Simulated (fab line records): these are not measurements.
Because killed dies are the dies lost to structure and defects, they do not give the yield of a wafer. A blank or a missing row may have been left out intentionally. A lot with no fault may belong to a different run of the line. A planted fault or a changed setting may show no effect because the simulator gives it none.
Problem report, 8D (eight disciplines) form, completed by code / flow sky130 / the parts of the form that need people (team, actions taken, sign-off) are left out

## 1. WHAT WENT WRONG
On 3 wafers of 1 lot, oes product au at SKY_SONOS_ONO_STRIP_17 has a mean of 0.921 a.u.; fault-free wafers read 0.710 a.u., standard deviation 0.0046. That puts it +46 standard deviations away from the usual mean.
The step: strips in O2/N2.
Seen first at day 14 13:56 on plasma asher-02, wafer L345.2. The record holds 39 wafers of 13 lots with a number at this step. By rule, "out" or "out of limits" means more than 4 standard deviations away from the usual mean. The rest of the wafers with a number are treated as sound.

## 2. WHAT IT IS, AND WHAT IT ISN'T
question=which readings at this step | is=oes product au | is not=drypump motor current A
question=which lots | is=L345 | is not=L338, L339, L341, L342, L343, L344, L348, L355, L357, L359, L360, L361
question=which wafers of those lots | is=all that have a number | is not=-
question=read on which tools | is=plasma asher-02 | is not=plasma asher-03, plasma asher-04
question=when | is=from day 14 13:56 | is not=up to then (18 sound wafers); but 18 sound wafers of L348, L355, L357, L359, L360, L361 came after

## 3. SUSPECTS, AND WHAT RULES EACH OUT
Counting: a tool at a process step up to the reading stays a suspect if it ran every lot that is out and no sound lot after the first of them.
- plasma asher-02 at SKY_SONOS_ONO_STRIP_17 (strips in O2/N2): ruled out as a lasting fault. Following L345 (day 14 13:56), the first lot on it that is out, the sound lots L359 were run on it.
Left after counting: nothing in the record.

## 4. THE CAUSE (what the simulator had put in)
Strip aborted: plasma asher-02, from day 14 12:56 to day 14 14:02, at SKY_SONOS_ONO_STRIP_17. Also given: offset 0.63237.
Counting ruled it out, wrongly.

## 5. THE EFFECT CHAIN, in route order
Rows list readings where the struck wafers' mean (over those with a number) sits beyond 3 standard deviations from the usual. Scope: only readings with a usual standard deviation given in the record; hours: median across lots of the time from each lot's start at the first step in this table that gives one to its start at this step; sigmas: change in usual standard deviations.
hours=0; step=SKY_SONOS_ONO_STRIP_17; reading=oes product au; usual=0.710 a.u.; on struck wafers=0.921; change=+0.211; sigmas=+46
hours=786; step=SKY_PAD_OPEN_PROBE_99; reading=killed at front end; usual=15; on struck wafers=417; change=+402; sigmas=+91
hours=786; step=SKY_PAD_OPEN_PROBE_99; reading=killed dies; usual=86; on struck wafers=492; change=+406; sigmas=+44
hours=786; step=SKY_PAD_OPEN_PROBE_99; reading=killed on rim; usual=17; on struck wafers=96; change=+79; sigmas=+20
Process steps it contains:
- SKY_SONOS_ONO_STRIP_17: strips in O2/N2.
- SKY_PAD_OPEN_PROBE_99
Readings that are blank on the struck wafers while sound wafers have them: strip time to endpoint s at SKY_SONOS_ONO_STRIP_17.

## 6. WHAT WOULD HAVE CAUGHT IT SOONER
In this record the first reading out of limits was taken at day 14 13:56, 1 hour after the fault began at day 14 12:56.
